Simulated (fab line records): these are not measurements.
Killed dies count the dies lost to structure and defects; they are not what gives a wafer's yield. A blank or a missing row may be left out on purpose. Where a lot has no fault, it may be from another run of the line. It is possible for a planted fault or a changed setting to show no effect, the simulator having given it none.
Which of the tools did it?	flow gf180mcu	15 lots, 45 wafers sampled, at 3 steps of a route of 602

WHAT THE GAUGES SHOWED, per wafer
GF_M4_OVL_MEAS_15. Usual: M4_OVL 0 nm, standard deviation 4.6.
lot	measured	on	M4_OVL (nm)	flag
L209	day 23 13:22	overlay-02	-2 4 0	
L210	day 23 17:49	overlay-01	-5 0 2	
L212	day 24 14:43	overlay-01	1 -5 -3	
L215	day 25 11:16	overlay-02	2 4 8	
L216	day 25 20:16	overlay-02	-4 -9 1	
L218	day 26 17:29	overlay-01	-2 -8 -1	
L220	day 27 08:36	overlay-01	-7 -2 -3	
L221	day 27 11:37	overlay-01	-1 -4 -6	
L222	day 27 19:01	overlay-01	2 1 7	
L223	day 28 00:01	overlay-02	1 -3 -2	
L227	day 29 04:50	overlay-02	2 -5 1	
L229	day 29 19:28	overlay-02	0 -2 -2	
L230	day 30 00:48	overlay-02	4 8 3	
L231	day 30 03:59	overlay-02	-1 -9 1	
L232	day 30 18:10	overlay-01	1 1 1	

GF_V4_THK_MEAS_01. Usual: V4_CVD_00_THK 600 nm, standard deviation 5.2.
lot	measured	on	V4_CVD_00_THK (nm)	flag
L209	day 23 14:10	filmMetro-02	603 598 602	
L210	day 23 18:35	filmMetro-02	596 602 604	
L212	day 24 15:29	filmMetro-03	605 595 606	
L215	day 25 12:02	filmMetro-01	595 599 601	
L216	day 25 21:05	filmMetro-02	596 605 604	
L218	day 26 18:16	filmMetro-02	603 606 600	
L220	day 27 09:25	filmMetro-03	602 611 604	
L221	day 27 12:25	filmMetro-01	596 591 593	
L222	day 27 19:52	filmMetro-03	592 591 594	
L223	day 28 00:50	filmMetro-01	593 597 598	
L227	day 29 05:44	filmMetro-03	600 600 602	
L229	day 29 20:49	filmMetro-01	596 602 600	
L230	day 30 02:10	filmMetro-02	598 596 599	
L231	day 30 04:54	filmMetro-02	602 607 602	
L232	day 30 18:56	filmMetro-01	597 597 598	

GF_V4_BOW_MEAS_05. Usual: V4_BOW 137 um, standard deviation 8.6.
lot	measured	on	V4_BOW (um)	flag
L209	day 23 14:41	filmMetro-03	125 132 134	
L210	day 23 19:04	filmMetro-03	126 126 114	
L212	day 24 16:00	filmMetro-01	146 150 148	
L215	day 25 12:32	filmMetro-03	135 128 138	
L216	day 25 21:34	filmMetro-03	134 146 139	
L218	day 26 18:47	filmMetro-02	148 147 131	
L220	day 27 09:54	filmMetro-03	134 131 130	
L221	day 27 13:03	filmMetro-01	136 141 144	
L222	day 27 20:23	filmMetro-02	129 140 135	
L223	day 28 01:19	filmMetro-02	138 144 139	
L227	day 29 06:14	filmMetro-01	120 131 133	
L229	day 29 21:18	filmMetro-01	147 151 138	
L230	day 30 02:40	filmMetro-02	160 153 153	
L231	day 30 05:24	filmMetro-03	134 126 126	
L232	day 30 19:36	filmMetro-03	142 145 150	

WHICH TOOL RAN EACH LOT (tool, then ch and the chambers of the sampled wafers, then the start)
The record holds no process step before these readings.

AS READ BY THE TOOLS THEMSELVES (means over the sampled wafers that have a number; for cases with no such wafer, the mark the record gives instead)
The record holds no such reading with a usual standard deviation.

THE ANSWER, worked out from the rows above alone
Rule: a lot counts as off when the mean over its wafers that have a number is more than 3 standard deviations away from the usual mean. Also off: a lot with no number at a reading for which 4 or more lots have one. The other lots that the step has rows for count as sound. The gauges are gone through in route order, then the tools' own readings, and for those a lot's mean is taken as printed above. The first step at which some lot is off is used, and at that step the reading that is off furthest; a lot without a number counts as furthest.
Nothing can be told from this: no lot is off at any reading shown.

WHAT THE SIMULATOR HAD PUT IN
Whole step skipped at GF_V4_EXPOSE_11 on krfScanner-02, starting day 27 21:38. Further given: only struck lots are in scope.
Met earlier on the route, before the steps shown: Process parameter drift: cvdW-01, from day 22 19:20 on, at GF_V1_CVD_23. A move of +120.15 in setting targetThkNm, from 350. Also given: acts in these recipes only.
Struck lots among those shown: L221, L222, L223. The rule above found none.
